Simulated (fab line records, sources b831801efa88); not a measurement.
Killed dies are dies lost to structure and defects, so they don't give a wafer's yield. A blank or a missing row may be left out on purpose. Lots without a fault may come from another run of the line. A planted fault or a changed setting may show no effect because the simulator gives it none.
Which tool did it? | flow gf180mcu | 13 lots, 39 wafers sampled, at 1 step of a route of 602

WHAT THE GAUGES READ, wafer by wafer
GF_V4_CD_MEAS_14: target cd 260 nm.
lot  | measured     | on        | cd_nm (nm)
L352 | day 24 00:45 | cd_sem-02 | 259.7 259.5 259.6
L353 | day 25 06:37 | cd_sem-01 | 260.5 261.2 261.2
L355 | day 25 14:50 | cd_sem-02 | 258.6 259.1 259.1
L356 | day 25 22:43 | cd_sem-02 | 261.1 261.4 262.1
L358 | day 26 19:59 | cd_sem-01 | 259.0 259.4 260.7
L359 | day 26 23:11 | cd_sem-02 | 260.1 260.2 260.0
L360 | day 27 01:05 | cd_sem-01 | 259.7 259.7 260.5
L363 | day 27 21:56 | cd_sem-02 | 259.4 259.7 260.3
L364 | day 28 11:55 | cd_sem-01 | 257.9 259.4 258.7
L366 | day 28 23:18 | cd_sem-02 | 258.9 260.4 260.3
L370 | day 29 23:00 | cd_sem-02 | 259.4 258.4 258.8
L373 | day 30 19:10 | cd_sem-01 | 260.1 259.3 260.7
L374 | day 31 00:38 | cd_sem-01 | 259.6 261.2 261.0

WHICH TOOL RAN EACH LOT (tool, then ch and the chambers of the sampled wafers, then the start)
The record holds no process step before these readings.

WHAT THE TOOLS THEMSELVES READ (means of the sampled wafers that have a number; where no wafer has one, the mark that the record gives instead)
The record holds no such reading with a usual standard deviation.

THE ANSWER, worked out from the rows above alone
Rule: what is usual is taken from the lots themselves. Put in order of their means at a reading, lots are off if they are a third of the lots or fewer, leave a main group of 4 or more, and stand apart from it by a gap of 3 or more times the standard deviation of the main group's means; of several such gaps the widest counts. A main group whose means are all the same, to the digits that the tables above print for the reading, isn't used. A lot without any number at a reading at which 4 lots or more have one is off too. The other lots that the step has rows for count as sound. The gauges are gone through in route order, then the tools' own readings, and for those a lot's mean is taken as printed above. The first step at which some lot is off is used, and at that step the reading that is off furthest; a lot without a number counts as furthest.
No lot is off at any reading shown: from this, nothing can be told.

WHAT THE SIMULATOR HAD PUT IN
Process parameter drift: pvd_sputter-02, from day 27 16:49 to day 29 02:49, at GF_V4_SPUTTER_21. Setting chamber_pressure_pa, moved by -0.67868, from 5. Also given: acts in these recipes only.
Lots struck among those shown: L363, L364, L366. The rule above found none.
